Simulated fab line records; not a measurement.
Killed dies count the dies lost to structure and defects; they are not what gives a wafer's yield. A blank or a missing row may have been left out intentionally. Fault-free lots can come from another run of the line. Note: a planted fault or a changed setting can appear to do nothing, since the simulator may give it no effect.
fab line records	flow sky130
record lots=12	wafers=34	last_day=50
route steps=708 shown METAL1@437 VIA1@479 METAL2@487 PAD_OPEN@708
lots that met no fault: taken from a fault-free run of the same line
start_h: hours from the record's first day to the start of the lot's first wafer shown	wait_h: how many hours have passed since the lot's step before this one	" repeats the value in the row above	L1.1+2: one row covering several wafers at once	- no value present, or no start provided	* or withheld: withheld	< > ~ a bound
route shown NAME@n: names a module that has steps shown in the file, with the first one's number in the route	usual: mean and standard deviation over wafers with no fault	same: alike in all rows	chamber/n: place in a boat	sites: the reading at each site	_std_site: standard deviation across them	_edge_site: the outer-site mean with the inner-site mean subtracted	radius_mm: for every site, how far away it sits from the centre of the wafer	mask NAME#n: copy n	behind: the most recent tool/chamber to have shaped the wafer	hold: the reason the lot was held/the length of the hold in hours/how it ended	device: whichever transistor did not switch (one of n, p or np)	end of line: at the end of the route, the tests of the same wafers	a step without rows: its recipe alone	killed: dies that structure and defects cost at the first sort, which is not the same as the wafer's yield	map: a wafer's dies, marking killed ones x, the rest . and places with no die _
set.NAME: setting as actually run; set.NAME@STEP: the setting as run at that earlier step	model.NAME: the simulator's own value behind a step, which no gauge read
route steps across a sampled set of lots; one table per step, one row per wafer
services: the hour from which a tool's chamber was out of use, counted from the record's first day as start_h (under 0 if before that day), plus the number of hours and why
## steps
# step SKY_METAL1_SPUTTER_03
# recipe material=Ti	target_thk_nm=5	power_w=3000	time_s=3.3	chamber_pressure_pa=0.4
# usual throttle_valve_pct=30.1/1.5
lot.wafer	tool	chamber	start_h	wait_h	throttle_valve_pct
L680.3	pvd_sputter-03	-	743.59	0.0	30.8
L680.5	"	-	"	"	28.1
L680.6	"	-	"	"	30.1
L684.2	pvd_sputter-04	-	801.29	0.0	28.8
L684.4	"	-	"	"	32.9
L684.6	"	-	"	"	28.7
L685.2	pvd_sputter-01	-	810.05	0.0	30.8
L689.2	pvd_sputter-04	-	829.37	0.0	29.0
L689.3	"	-	"	"	29.1
L689.6	"	-	"	"	31.3
L690.2	pvd_sputter-04	-	830.50	0.0	28.8
L690.3	"	-	"	"	29.2
L690.6	"	-	"	"	33.0
L692.1	pvd_sputter-03	-	850.18	0.0	28.0
L692.3	"	-	"	"	29.8
L692.4	"	-	"	"	31.0
L695.1	pvd_sputter-04	-	863.83	0.0	28.9
L695.2	"	-	"	"	31.5
L695.3	"	-	"	"	28.9
L694.3	pvd_sputter-04	-	868.28	0.0	29.0
L694.5	"	-	"	"	32.8
L694.6	"	-	"	"	28.7
L696.1	pvd_sputter-04	-	876.63	0.0	31.4
L696.2	"	-	"	"	32.9
L696.5	"	-	"	"	29.0
L698.2	pvd_sputter-04	-	882.33	0.0	33.0
L698.4	"	-	"	"	29.0
L698.5	"	-	"	"	31.4
L699.1	pvd_sputter-03	-	884.08	0.0	30.4
L699.2	"	-	"	"	28.0
L699.6	"	-	"	"	28.3
L700.1	pvd_sputter-01	-	888.70	0.0	28.4
L700.5	"	-	"	"	28.7
L700.6	"	-	"	"	29.8
# step SKY_METAL1_RS_MEAS_05
# recipe thk_meas_gauge=four-point-probe	reads=TiN_of_METAL1_SPUTTER_04+Ti_of_METAL1_SPUTTER_03+AlCu_of_METAL1_SPUTTER_02+TiN_of_METAL1_SPUTTER_01+Ti_of_METAL1_SPUTTER_00
# usual METAL1_ALCU_RS=0.1269/0.0016
lot.wafer	tool	chamber	start_h	wait_h	METAL1_ALCU_RS[ohm/sq]
L680.3	film_metro-03	-	743.69	0.1	0.1256
L680.5	"	-	"	"	0.1273
L680.6	"	-	"	"	0.1276
L684.2	film_metro-02	-	801.38	0.0	0.1275
L684.4	"	-	"	"	0.1239
L684.6	"	-	"	"	0.1266
L685.2	film_metro-03	-	810.14	0.0	0.1282
L689.2	film_metro-01	-	829.46	0.0	0.1243
L689.3	"	-	"	"	0.1278
L689.6	"	-	"	"	0.1245
L690.2	film_metro-03	-	830.59	0.0	0.1280
L690.3	"	-	"	"	0.1256
L690.6	"	-	"	"	0.1259
L692.1	film_metro-01	-	850.24	0.0	0.1266
L692.3	"	-	"	"	0.1284
L692.4	"	-	"	"	0.1289
L695.1	film_metro-01	-	863.90	0.0	0.1281
L695.2	"	-	"	"	0.1253
L695.3	"	-	"	"	0.1253
L694.3	film_metro-03	-	868.39	0.1	0.1265
L694.5	"	-	"	"	0.1248
L694.6	"	-	"	"	0.1250
L696.1	film_metro-02	-	876.69	0.0	0.1279
L696.2	"	-	"	"	0.1273
L696.5	"	-	"	"	0.1271
L698.2	film_metro-02	-	882.42	0.0	0.1252
L698.4	"	-	"	"	0.1265
L698.5	"	-	"	"	0.1271
L699.1	film_metro-02	-	884.15	0.0	0.1301
L699.2	"	-	"	"	0.1291
L699.6	"	-	"	"	0.1302
L700.1	film_metro-01	-	888.77	0.0	0.1273
L700.5	"	-	"	"	0.1274
L700.6	"	-	"	"	0.1279
# step SKY_VIA1_CVD_21
# recipe material=W	target_thk_nm=270	time_s=80.902	temp_c=400	pressure_torr=40
# usual chamber_pressure_Torr=40.01/0.097	heater_power_outer_w=511/26	heater_power_w=811/41
lot.wafer	tool	chamber	start_h	wait_h	chamber_pressure_Torr	heater_power_outer_w	heater_power_w
L680.3	cvd_w-02	1	799.01	0.1	40.11	534	805
L680.5	"	1	"	"	40.06	542	782
L680.6	"	0	"	"	40.04	547	837
L684.2	cvd_w-01	0	857.63	0.0	40.09	472	780
L684.4	"	0	"	"	40.11	469	775
L684.6	"	1	"	"	39.96	517	840
L685.2	cvd_w-02	0	866.07	0.0	34.95	538	859
L689.2	cvd_w-01	0	883.47	0.0	39.86	466	774
L689.3	"	0	"	"	39.86	481	750
L689.6	"	0	"	"	40.00	471	779
L690.2	cvd_w-02	0	885.46	0.0	34.92	544	843
L690.3	"	1	"	"	40.10	549	808
L690.6	"	1	"	"	40.09	526	787
L692.1	cvd_w-01	1	903.68	0.0	40.04	525	845
L692.3	"	1	"	"	40.04	524	858
L692.4	"	0	"	"	40.02	483	753
L695.1	cvd_w-01	1	916.58	0.0	40.02	526	830
L695.2	"	0	"	"	39.89	481	790
L695.3	"	0	"	"	40.04	479	746
L694.3	cvd_w-01	0	921.71	0.1	39.96	480	774
L694.5	"	1	"	"	40.08	523	847
L694.6	"	0	"	"	39.83	475	775
L696.1	cvd_w-01	1	931.07	0.0	39.98	529	849
L696.2	"	0	"	"	39.94	478	782
L696.5	"	0	"	"	40.00	484	788
L698.2	cvd_w-01	0	936.97	0.0	40.13	498	774
L698.4	"	1	"	"	39.94	511	847
L698.5	"	1	"	"	40.00	515	827
L699.1	cvd_w-01	0	938.44	0.0	40.07	477	798
L699.2	"	1	"	"	39.96	512	863
L699.6	"	0	"	"	40.10	475	779
L700.1	cvd_w-01	0	942.74	0.0	40.32	494	797
L700.5	"	0	"	"	40.25	485	814
L700.6	"	1	"	"	39.89	546	846
# step SKY_VIA1_RS_MEAS_22
# recipe thk_meas_gauge=four-point-probe	reads=W_of_VIA1_CVD_21+TiN_of_VIA1_SPUTTER_20
# usual VIA1_W_RS=0.426/0.0051
lot.wafer	tool	chamber	start_h	wait_h	VIA1_W_RS[ohm/sq]
L680.3	film_metro-03	-	799.11	0.1	0.421
L680.5	"	-	"	"	0.419
L680.6	"	-	"	"	0.413
L684.2	film_metro-02	-	857.74	0.1	0.419
L684.4	"	-	"	"	0.424
L684.6	"	-	"	"	0.420
L685.2	film_metro-04	-	866.18	0.1	0.455
L689.2	film_metro-03	-	883.58	0.1	0.425
L689.3	"	-	"	"	0.429
L689.6	"	-	"	"	0.432
L690.2	film_metro-02	-	885.57	0.1	0.456
L690.3	"	-	"	"	0.431
L690.6	"	-	"	"	0.433
L692.1	film_metro-02	-	903.77	0.1	0.427
L692.3	"	-	"	"	0.426
L692.4	"	-	"	"	0.433
L695.1	film_metro-02	-	916.68	0.1	0.420
L695.2	"	-	"	"	0.423
L695.3	"	-	"	"	0.427
L694.3	film_metro-04	-	921.81	0.1	0.430
L694.5	"	-	"	"	0.417
L694.6	"	-	"	"	0.431
L696.1	film_metro-02	-	931.17	0.1	0.424
L696.2	"	-	"	"	0.431
L696.5	"	-	"	"	0.432
L698.2	film_metro-04	-	937.08	0.1	0.435
L698.4	"	-	"	"	0.422
L698.5	"	-	"	"	0.423
L699.1	film_metro-02	-	938.53	0.1	0.435
L699.2	"	-	"	"	0.424
L699.6	"	-	"	"	0.440
L700.1	film_metro-04	-	942.83	0.1	0.435
L700.5	"	-	"	"	0.436
L700.6	"	-	"	"	0.425
# step SKY_VIA1_THK_MEAS_23
# recipe thk_meas_gauge=xrf	reads=W_of_VIA1_CVD_21
# usual VIA1_W_THK=276/5
lot.wafer	tool	chamber	start_h	wait_h	VIA1_W_THK[nm]
L680.3	film_metro-03	-	799.21	0.1	281
L680.5	"	-	"	"	282
L680.6	"	-	"	"	287
L684.2	film_metro-02	-	857.85	0.1	277
L684.4	"	-	"	"	271
L684.6	"	-	"	"	275
L685.2	film_metro-04	-	866.29	0.1	261
L689.2	film_metro-03	-	883.69	0.1	279
L689.3	"	-	"	"	278
L689.6	"	-	"	"	275
L690.2	film_metro-02	-	885.68	0.1	253
L690.3	"	-	"	"	268
L690.6	"	-	"	"	268
L692.1	film_metro-02	-	903.89	0.1	273
L692.3	"	-	"	"	274
L692.4	"	-	"	"	268
L695.1	film_metro-02	-	916.80	0.1	277
L695.2	"	-	"	"	274
L695.3	"	-	"	"	272
L694.3	film_metro-04	-	921.91	0.1	274
L694.5	"	-	"	"	283
L694.6	"	-	"	"	274
L696.1	film_metro-02	-	931.29	0.1	273
L696.2	"	-	"	"	270
L696.5	"	-	"	"	269
L698.2	film_metro-04	-	937.19	0.1	271
L698.4	"	-	"	"	281
L698.5	"	-	"	"	281
L699.1	film_metro-02	-	938.65	0.1	267
L699.2	"	-	"	"	271
L699.6	"	-	"	"	263
L700.1	film_metro-04	-	942.95	0.1	272
L700.5	"	-	"	"	273
L700.6	"	-	"	"	279
# step SKY_METAL2_SPUTTER_04
# recipe material=TiN	target_thk_nm=70	power_w=6500	time_s=58.3	chamber_pressure_pa=0.4
# usual throttle_valve_pct=30.2/1.4
lot.wafer	tool	chamber	start_h	wait_h	throttle_valve_pct
L680.3	pvd_sputter-03	-	799.64	0.0	29.8
L680.5	"	-	"	"	31.2
L680.6	"	-	"	"	30.1
L684.2	pvd_sputter-02	-	858.29	0.0	31.9
L684.4	"	-	"	"	29.0
L684.6	"	-	"	"	31.0
L685.2	pvd_sputter-04	-	866.74	0.0	29.1
L689.2	pvd_sputter-02	-	884.13	0.0	32.0
L689.3	"	-	"	"	31.0
L689.6	"	-	"	"	30.4
L690.2	pvd_sputter-02	-	886.12	0.0	32.3
L690.3	"	-	"	"	30.8
L690.6	"	-	"	"	30.4
L692.1	pvd_sputter-04	-	904.70	0.0	33.1
L692.3	"	-	"	"	28.7
L692.4	"	-	"	"	31.3
L695.1	pvd_sputter-03	-	917.25	0.0	30.2
L695.2	"	-	"	"	29.8
L695.3	"	-	"	"	27.7
L694.3	pvd_sputter-03	-	922.34	0.0	28.0
L694.5	"	-	"	"	30.9
L694.6	"	-	"	"	30.0
L696.1	pvd_sputter-02	-	931.74	0.0	32.0
L696.2	"	-	"	"	28.9
L696.5	"	-	"	"	30.2
L698.2	pvd_sputter-04	-	937.63	0.0	29.0
L698.4	"	-	"	"	31.5
L698.5	"	-	"	"	31.2
L699.1	pvd_sputter-03	-	939.10	0.0	28.0
L699.2	"	-	"	"	29.8
L699.6	"	-	"	"	27.8
L700.1	pvd_sputter-03	-	943.40	0.0	28.1
L700.5	"	-	"	"	27.9
L700.6	"	-	"	"	30.0
# step SKY_PAD_OPEN_PROBE_99
# usual defect_limited_yield=82.6/2	killed_at_M0_to_M3=42/6.2	killed_at_M4_up=3.0/1.8	killed_at_contacts=25/5.9	killed_at_front_end=15/4.5	killed_at_other=0.2/0.45	killed_dies=85/9.9	killed_open=47/6.7	killed_short=39/6.4	sort_bin_3_pad_short=0.9/0.41	sort_bin_5_function=10.2/1.4	sort_bin_6_memory=6.3/1.1	sort_n_pass=407/9.9	sort_yield_pct=82.6/2
# same gross_dies=492	killed_at_back_side=0	sort_bin_4_leakage[%]=0	sort_bin_8_speed[%]=0
lot.wafer	tool	chamber	start_h	wait_h	defect_limited_yield[%]	killed_at_M0_to_M3	killed_at_M4_up	killed_at_contacts	killed_at_front_end	killed_at_other	killed_dies	killed_open	killed_short	sort_bin_3_pad_short[%]	sort_bin_5_function[%]	sort_bin_6_memory[%]	sort_n_pass	sort_yield_pct[%]
L680.3	prober-01	-	1086.09	0.2	83.1	39	2	32	10	0	83	45	38	2.0	8.1	6.7	409	83.1
L680.5	prober-01	-	1086.19	0.2	83.5	44	3	17	15	2	81	46	35	1.2	8.5	6.7	411	83.5
L680.6	prober-01	-	1086.24	0.2	80.5	50	2	31	13	0	96	55	41	0.2	11.4	7.9	396	80.5
L690.2	prober-02	-	1153.54	0.1	80.9	50	2	29	13	0	94	51	43	0.6	11.6	6.9	398	80.9
L690.3	prober-02	-	1153.59	0.2	78.0	52	0	43	12	1	108	55	53	1.0	11.8	9.1	384	78.0
L690.6	prober-02	-	1153.74	0.2	84.3	34	1	22	19	1	77	44	33	1.4	9.8	4.5	415	84.3
L692.1	prober-02	-	1167.06	0.1	86.6	30	2	16	18	0	66	39	27	0.2	8.3	4.9	426	86.6
L692.3	prober-02	-	1167.16	0.2	83.1	35	1	29	18	0	83	51	32	1.0	10.2	5.7	409	83.1
L692.4	prober-02	-	1167.21	0.2	83.7	43	4	21	12	0	80	44	36	0.4	10.8	5.1	412	83.7
L694.3	prober-02	-	1176.88	0.2	85.0	35	5	19	15	0	74	47	27	1.0	8.1	5.9	418	85.0
L694.5	prober-02	-	1176.98	0.2	86.6	33	1	21	11	0	66	34	32	0.8	8.5	4.1	426	86.6
L694.6	prober-02	-	1177.03	0.2	81.7	43	5	26	16	0	90	50	40	1.4	11.0	5.9	402	81.7
# killed by level:class
L680.3 CONTACT:geometric_particle:open=14 CONTACT:geometric_particle:short=8 VIA3:geometric_particle:open=8 VIA1:geometric_particle:open=6 METAL1:geometric_particle:short=6 LI_CONTACT:geometric_particle:open=5 POLY_GATE:geometric_particle:short=4 LOCAL_INTERCONNECT:geometric_particle:short=4
L680.5 VIA1:geometric_particle:open=12 VIA2:geometric_particle:open=9 VIA1:geometric_particle:short=6 POLY_GATE:geometric_particle:open=5 CONTACT:geometric_particle:short=5 METAL2:geometric_particle:short=5 LI_CONTACT:geometric_particle:open=4 LOCAL_INTERCONNECT:geometric_particle:short=4
L680.6 VIA3:geometric_particle:open=11 VIA1:geometric_particle:open=11 CONTACT:geometric_particle:open=10 LI_CONTACT:geometric_particle:open=8 CONTACT:geometric_particle:short=6 VIA1:geometric_particle:short=6 VIA3:geometric_particle:short=6 VIA2:geometric_particle:open=6
L690.2 VIA1:geometric_particle:open=15 METAL2:geometric_particle:short=9 VIA3:geometric_particle:open=9 LI_CONTACT:geometric_particle:open=7 CONTACT:geometric_particle:open=7 LOCAL_INTERCONNECT:geometric_particle:short=6 CONTACT:geometric_particle:short=5 VIA2:geometric_particle:short=5
L690.3 CONTACT:geometric_particle:open=11 VIA1:geometric_particle:open=11 CONTACT:geometric_particle:short=10 LI_CONTACT:geometric_particle:open=8 LOCAL_INTERCONNECT:geometric_particle:short=8 VIA3:geometric_particle:open=7 METAL1:geometric_particle:short=6 METAL2:geometric_particle:short=6
L690.6 VIA1:geometric_particle:open=9 LI_CONTACT:geometric_particle:open=8 CONTACT:geometric_particle:open=7 VIA3:geometric_particle:open=7 FIELD_ISO:geometric_particle:open=6 CONTACT:geometric_particle:short=5 FIELD_ISO:geometric_particle:short=4 METAL2:geometric_particle:short=4
L692.1 CONTACT:geometric_particle:open=13 POLY_GATE:geometric_particle:short=8 VIA1:geometric_particle:open=7 METAL1:geometric_particle:short=6 POLY_GATE:geometric_particle:open=4 VIA3:geometric_particle:short=4 VIA2:geometric_particle:open=3 VIA3:geometric_particle:open=3
L692.3 VIA1:geometric_particle:open=11 CONTACT:geometric_particle:open=10 LI_CONTACT:geometric_particle:open=8 VIA2:geometric_particle:open=6 CONTACT:geometric_particle:short=5 VIA3:geometric_particle:open=5 FIELD_ISO:geometric_particle:short=4 FIELD_ISO:geometric_particle:open=4
L692.4 VIA1:geometric_particle:open=9 CONTACT:geometric_particle:open=8 LI_CONTACT:geometric_particle:open=8 VIA1:geometric_particle:short=6 METAL1:geometric_particle:short=6 VIA3:geometric_particle:open=5 VIA2:geometric_particle:open=5 FIELD_ISO:geometric_particle:short=3
L694.3 VIA2:geometric_particle:open=10 VIA1:geometric_particle:open=8 LI_CONTACT:geometric_particle:open=6 CONTACT:geometric_particle:short=6 CONTACT:geometric_particle:open=5 METAL4:geometric_particle:short=4 POLY_GATE:geometric_particle:open=4 VIA1:geometric_particle:short=4
L694.5 VIA1:geometric_particle:open=9 CONTACT:geometric_particle:open=8 LOCAL_INTERCONNECT:geometric_particle:short=6 METAL1:geometric_particle:short=5 VIA2:geometric_particle:short=4 VIA2:geometric_particle:open=4 FIELD_ISO:geometric_particle:open=3 CONTACT:geometric_particle:short=3
L694.6 VIA2:geometric_particle:open=12 CONTACT:geometric_particle:open=11 VIA1:geometric_particle:open=10 FIELD_ISO:geometric_particle:short=6 LOCAL_INTERCONNECT:geometric_particle:short=6 CONTACT:geometric_particle:short=4 VIA3:geometric_particle:short=4 FIELD_ISO:geometric_particle:open=3
## services
tool	chamber	start_h	hours	kind
pvd_sputter-01	-	733.14	7.9	repair
pvd_sputter-01	-	768.24	0.6	repair
pvd_sputter-03	0	774.17	-	consumable_replace:kit
pvd_sputter-03	0	774.17	18.0	scheduled_down
pvd_sputter-03	0	774.17	18.0	vent_cycle
pvd_sputter-04	0	794.49	-	consumable_replace:kit
pvd_sputter-04	0	794.49	18.0	scheduled_down
pvd_sputter-04	0	794.49	18.0	vent_cycle
pvd_sputter-02	-	797.67	4.1	repair
cvd_w-01	-	799.95	2.8	pm
pvd_sputter-02	-	817.51	1.0	repair
pvd_sputter-01	-	819.52	3.0	repair
pvd_sputter-02	3	832.61	-	consumable_replace:kit
pvd_sputter-02	3	832.61	18.0	scheduled_down
pvd_sputter-02	3	832.61	18.0	vent_cycle
cvd_w-01	0	851.44	5.0	repair
cvd_w-02	-	904.00	14.0	pm
cvd_w-02	0	904.00	14.0	vent_cycle
cvd_w-02	1	904.00	14.0	vent_cycle
cvd_w-02	0	918.00	-	clean
cvd_w-02	1	918.00	-	clean
cvd_w-02	1	938.39	9.0	repair
## key
first_sign step=SKY_VIA1_CVD_21	reading=chamber_pressure_Torr	direction=down	sigmas=53	usual=40.01	struck=34.94
effect step=SKY_VIA1_RS_MEAS_22	reading=VIA1_W_RS	direction=up	sigmas=5.8	usual=0.426	struck=0.456
effect step=SKY_VIA1_THK_MEAS_23	reading=VIA1_W_THK	direction=down	sigmas=3.9	usual=276	struck=257
met_at SKY_VIA1_CVD_21
struck_lots L685,L690
struck_wafers L685.2,L690.2
rows_end L685.2
not_acting_at SKY_METAL1_SPUTTER_03,SKY_METAL1_RS_MEAS_05,SKY_METAL2_SPUTTER_04
onset_between 799.01 866.07
fault kind=process_parameter_drift	tool=cvd_w-02	chamber=0	onset_h=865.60	steps=SKY_VIA1_CVD_21	channel=pressure_torr	offset=-5.077	shape=step	acts_in=these_recipes_only	stated=40
# rows_end: these wafers met a further fault down the route, and their rows from its step on are left out
